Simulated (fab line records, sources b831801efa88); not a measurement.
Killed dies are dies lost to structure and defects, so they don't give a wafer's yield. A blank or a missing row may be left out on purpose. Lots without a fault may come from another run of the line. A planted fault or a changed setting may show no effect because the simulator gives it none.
Which tool did it? | flow sky130 | 14 lots, 42 wafers sampled, at 2 steps of a route of 708

WHAT THE GAUGES READ, wafer by wafer
The record holds no reading of a measuring or inspecting step that can be judged against a usual standard deviation.

WHICH TOOL RAN EACH LOT (tool, then ch and the chambers of the sampled wafers, then the start)
lot  | SKY_PASSIVATION_CVD_00          | SKY_PAD_OPEN_PROBE_99
L385 | pecvd-03 ch 0,2, day 44 02:07   | -
L386 | pecvd-03 ch 0,1, day 44 16:28   | -
L387 | pecvd-03 ch 0,1, day 44 17:56   | -
L388 | pecvd-03 ch 0,1,2, day 44 23:56 | prober-02, day 46 20:40
L390 | pecvd-04 ch 0,2, day 45 08:30   | -
L389 | pecvd-03 ch 1,2, day 45 09:53   | prober-02, day 47 04:55
L394 | pecvd-01 ch 0,1, day 46 10:52   | prober-02, day 48 04:34
L399 | pecvd-04 ch 0,1,2, day 48 01:08 | -
L400 | pecvd-03 ch 0,1,2, day 48 09:10 | -
L401 | pecvd-03 ch 1,2, day 48 11:41   | -
L403 | pecvd-04 ch 0,1,2, day 48 16:39 | -
L404 | pecvd-03 ch 1,2, day 48 20:49   | -
L405 | pecvd-01 ch 0,1,2, day 49 00:51 | -
L407 | pecvd-01 ch 0,1, day 49 11:07   | -
- SKY_PASSIVATION_CVD_00: deposits SiO2, target thk 90 nm.
- SKY_PAD_OPEN_PROBE_99

WHAT THE TOOLS THEMSELVES READ (means of the sampled wafers that have a number; where no wafer has one, the mark that the record gives instead)
SKY_PASSIVATION_CVD_00. Usual: heater_power_w 722 W, standard deviation 110.
lot  | tool     | heater_power_w (W) | flag
L385 | pecvd-03 | 784                |
L386 | pecvd-03 | 843                |
L387 | pecvd-03 | 774                |
L388 | pecvd-03 | 792                |
L390 | pecvd-04 | 627                |
L389 | pecvd-03 | 814                |
L394 | pecvd-01 | 587                |
L399 | pecvd-04 | 678                |
L400 | pecvd-03 | 790                |
L401 | pecvd-03 | 800                |
L403 | pecvd-04 | 722                |
L404 | pecvd-03 | 785                |
L405 | pecvd-01 | 614                |
L407 | pecvd-01 | 535                |

SKY_PAD_OPEN_PROBE_99. Usual: defect_limited_yield 81.9 %, standard deviation 1.9; killed_at_M0_to_M3 45, standard deviation 7.3; killed_at_M4_up 3.2, standard deviation 1.8; killed_at_contacts 25, standard deviation 5.5; killed_at_front_end 15, standard deviation 4.2; killed_at_other 0.3, standard deviation 0.69; killed_dies 89, standard deviation 9.4; killed_on_rim 17, standard deviation 3.8; killed_open 49, standard deviation 6.6; killed_short 40, standard deviation 6.4; sort_bin_3_pad_short 0.9 %, standard deviation 0.43; sort_bin_5_function 10.7 %, standard deviation 1.5; sort_bin_6_memory 6.5 %, standard deviation 1.2; sort_n_pass 403, standard deviation 9.4; sort_yield_pct 81.9 %, standard deviation 1.9.
lot  | tool      | defect_limited_yield (%) | killed_at_M0_to_M3 | killed_at_M4_up | killed_at_contacts | killed_at_front_end | killed_at_other | killed_dies | killed_on_rim | killed_open | killed_short | sort_bin_3_pad_short (%) | sort_bin_5_function (%) | sort_bin_6_memory (%) | sort_n_pass | sort_yield_pct (%) | flag
L388 | prober-02 | 79.7                     | 38                 | 3.0             | 26                 | 14                  | 19.7            | 100         | 18            | 41          | 39           | 1.7                      | 12.3                    | 6.4                   | 392         | 79.7               | OFF
L389 | prober-02 | 76.9                     | 41                 | 2.3             | 17                 | 13                  | 40.3            | 114         | 18            | 37          | 36           | 3.5                      | 14.0                    | 5.6                   | 378         | 76.9               | OFF
L394 | prober-02 | 80.8                     | 49                 | 3.0             | 26                 | 15                  | 0.7             | 94          | 17            | 52          | 42           | 1.0                      | 11.3                    | 6.9                   | 398         | 80.8               |

THE ANSWER, worked out from the rows above alone
Rule: a lot is off if the mean of its wafers that have a number lies more than 3 standard deviations from the usual mean. A lot without any number at a reading at which 4 lots or more have one is off too. The other lots that the step has rows for count as sound. The gauges are gone through in route order, then the tools' own readings, and for those a lot's mean is taken as printed above. The first step at which some lot is off is used, and at that step the reading that is off furthest; a lot without a number counts as furthest.
Off: L388, L389, at SKY_PAD_OPEN_PROBE_99 (killed_at_other). Neither off nor sound, because the step has no rows for them: L385, L386, L387, L390, L399, L400, L401, L403, L404, L405, L407.
A tool fits if, at that step or a process step before it, it ran every lot that is off, and no sound lot after the first of them. One fits: pecvd-03 at SKY_PASSIVATION_CVD_00. It ran no sound lot before its first lot that is off in this sample, so the start can't be narrowed down.

WHAT THE SIMULATOR HAD PUT IN
Chamber particle source: pecvd-03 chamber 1, from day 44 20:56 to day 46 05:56, at SKY_PASSIVATION_CVD_00. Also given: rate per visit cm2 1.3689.
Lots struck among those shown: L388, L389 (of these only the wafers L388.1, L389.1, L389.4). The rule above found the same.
